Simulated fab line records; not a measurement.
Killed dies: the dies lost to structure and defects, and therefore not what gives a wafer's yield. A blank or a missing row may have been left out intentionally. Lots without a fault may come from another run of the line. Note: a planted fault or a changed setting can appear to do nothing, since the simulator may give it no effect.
8D (eight disciplines) problem report, filled in by code | flow gf180mcu | the parts of the form that need people (team, actions taken, sign-off) are left out

1. THE ISSUE
tube center temp C at GF_DUAL_GATE_OXIDATION_15 reads a mean of 858 C on 6 wafers of 2 lots; wafers without a fault read 850 C with a standard deviation of 0.077. So: +99 or more standard deviations from the usual mean.
The step: stabilise 600 s, purge 300 s, target thk 7.098 nm.
Earliest sighting: wafer L684.3 on furnace-01 at day 14 02:27. At this step, 18 wafers from 6 lots have a number in the record. Rule for "out", or "out of limits": more than 4 standard deviations from the usual mean. All remaining wafers that have a number are taken as sound.

2. WHAT IT IS; WHAT IT IS NOT
question                    | is                                                                                                                                   | is not
which readings at this step | tube center temp C, spike tc bottom C, spike tc centre C, spike tc lower C, spike tc top C, spike tc upper C, tube_center_temp_C_max | zone power lower pct
which lots                  | L684, L686                                                                                                                           | L667, L671, L683, L687
which wafers of those lots  | all that have a number                                                                                                               | -
read on which tools         | furnace-01                                                                                                                           | furnace-02
when                        | from day 14 02:27                                                                                                                    | up to then (9 sound wafers); but 3 sound wafers of L687 came after

3. THE SUSPECTS, EACH WITH WHAT RULES IT OUT
Counting: a tool at any process step up to the reading remains a suspect when it ran all the lots that are out and ran no sound lot after the first of those.
- plasma asher-01 at GF_DUAL_GATE_STRIP_13 (strips in O2/N2): kept. It processed each lot that is out, first L684 at day 14 02:10, and no sound lot thereafter; up to then, the last sound lot it processed was L683 at day 13 21:13.
- furnace-01 at GF_DUAL_GATE_OXIDATION_15 (stabilise 600 s, purge 300 s, target thk 7.098 nm): kept. It processed each lot that is out, first L684 at day 14 02:27, and no sound lot thereafter; up to then, the last sound lot it processed was L667 at day 9 06:04. On those wafers its own readings are out: spike tc bottom C, spike tc centre C, spike tc lower C, spike tc top C, spike tc upper C, tube center temp C, tube_center_temp_C_max.
Left after counting: plasma asher-01 at GF_DUAL_GATE_STRIP_13, furnace-01 at GF_DUAL_GATE_OXIDATION_15.

4. THE CAUSE (what the simulator had put in)
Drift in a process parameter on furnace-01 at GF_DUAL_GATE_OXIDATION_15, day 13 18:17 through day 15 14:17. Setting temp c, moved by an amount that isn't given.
Of the 2 suspects that counting leaves, this tool is one.

5. THE CHAIN OF EFFECTS, in route order
Rows list readings where the struck wafers' mean (over those with a number) sits beyond 3 standard deviations from the usual. Scope: only readings with a usual standard deviation given in the record; hours: median across lots of the time from each lot's start at the first step in this table that gives one to its start at this step; sigmas: change in usual standard deviations.
hours | step                      | reading                | usual   | on struck wafers | change | sigmas
0     | GF_DUAL_GATE_OXIDATION_15 | spike tc bottom C      | 868.3 C | 875.6            | +7.3   | +4.9
0     | GF_DUAL_GATE_OXIDATION_15 | spike tc centre C      | 850.6 C | 859.0            | +8.4   | +8.7
0     | GF_DUAL_GATE_OXIDATION_15 | spike tc lower C       | 851.2 C | 858.8            | +7.6   | +7.8
0     | GF_DUAL_GATE_OXIDATION_15 | spike tc top C         | 866.1 C | 874.1            | +8.0   | +6.6
0     | GF_DUAL_GATE_OXIDATION_15 | spike tc upper C       | 849.2 C | 856.8            | +7.6   | +6.9
0     | GF_DUAL_GATE_OXIDATION_15 | tube center temp C     | 850 C   | 858              | +8     | +99 or more
0     | GF_DUAL_GATE_OXIDATION_15 | tube_center_temp_C_max | 852.2   | 860.1            | +7.9   | +21
The process steps in it:
- GF_DUAL_GATE_OXIDATION_15: stabilise 600 s, purge 300 s, target thk 7.098 nm.

6. WHAT WOULD HAVE CAUGHT IT SOONER
In this record no reading fell out of limits until day 14 02:27, 8 hours after the fault had begun at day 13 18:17.
